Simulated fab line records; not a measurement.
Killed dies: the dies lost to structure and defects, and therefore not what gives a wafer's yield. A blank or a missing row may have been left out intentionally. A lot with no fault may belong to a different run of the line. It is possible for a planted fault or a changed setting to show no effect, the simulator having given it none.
What tool caused it? :: flow sky130 :: at 1 step of a route of 708, 12 lots with 36 wafers sampled

## WHAT EACH GAUGE READ, for each wafer
SKY_SONOS_ONO_OVL_MEAS_14.
lot: L075
measured: day 12 19:29
on: overlay-02
SONOS_ONO_OVL (nm): -0.4 -0.2 0.2

lot: L077
measured: day 14 11:17
on: overlay-01
SONOS_ONO_OVL (nm): -1.3 -0.3 -0.4

lot: L080
measured: day 15 01:41
on: overlay-02
SONOS_ONO_OVL (nm): -0.4 -0.3 -1.4

lot: L081
measured: day 15 05:20
on: overlay-01
SONOS_ONO_OVL (nm): 0.4 1.8 0.0

lot: L083
measured: day 15 21:09
on: overlay-02
SONOS_ONO_OVL (nm): 1.3 0.8 2.7

lot: L084
measured: day 16 12:20
on: overlay-02
SONOS_ONO_OVL (nm): -1.6 -0.6 -0.6

lot: L087
measured: day 17 00:32
on: overlay-02
SONOS_ONO_OVL (nm): -1.6 -2.8 -1.9

lot: L089
measured: day 17 14:32
on: overlay-02
SONOS_ONO_OVL (nm): 2.1 1.9 3.9

lot: L091
measured: day 18 10:41
on: overlay-01
SONOS_ONO_OVL (nm): 0.3 2.5 1.1

lot: L093
measured: day 19 00:43
on: overlay-02
SONOS_ONO_OVL (nm): 0.3 -0.4 -1.4

lot: L095
measured: day 19 17:01
on: overlay-01
SONOS_ONO_OVL (nm): -0.4 -0.5 -1.2

lot: L097
measured: day 20 20:32
on: overlay-02
SONOS_ONO_OVL (nm): 1.8 0.2 -0.3

## TOOL THAT RAN EACH LOT (tool first, then ch and the chambers of the sampled wafers, then the start)
The record shows no process step preceding these readings.

## THE ANSWER, worked out from the rows above alone
Rule: the usual values come from the lots themselves. The widest of any qualifying gaps counts: lots, ordered by their means at a reading, are off when they make up no more than a third of the lots, leave a main group of 4 or more, and stand apart from it by 3 or more times the standard deviation of that group's means. The tables above print the reading to a certain number of digits; a main group whose means all agree to those digits is not used. Also off: a lot with no number at a reading for which 4 or more lots have one. The other lots that the step has rows for count as sound.
None of the lots is off at any reading shown; this tells nothing.

## WHAT THE SIMULATOR HAD PUT IN
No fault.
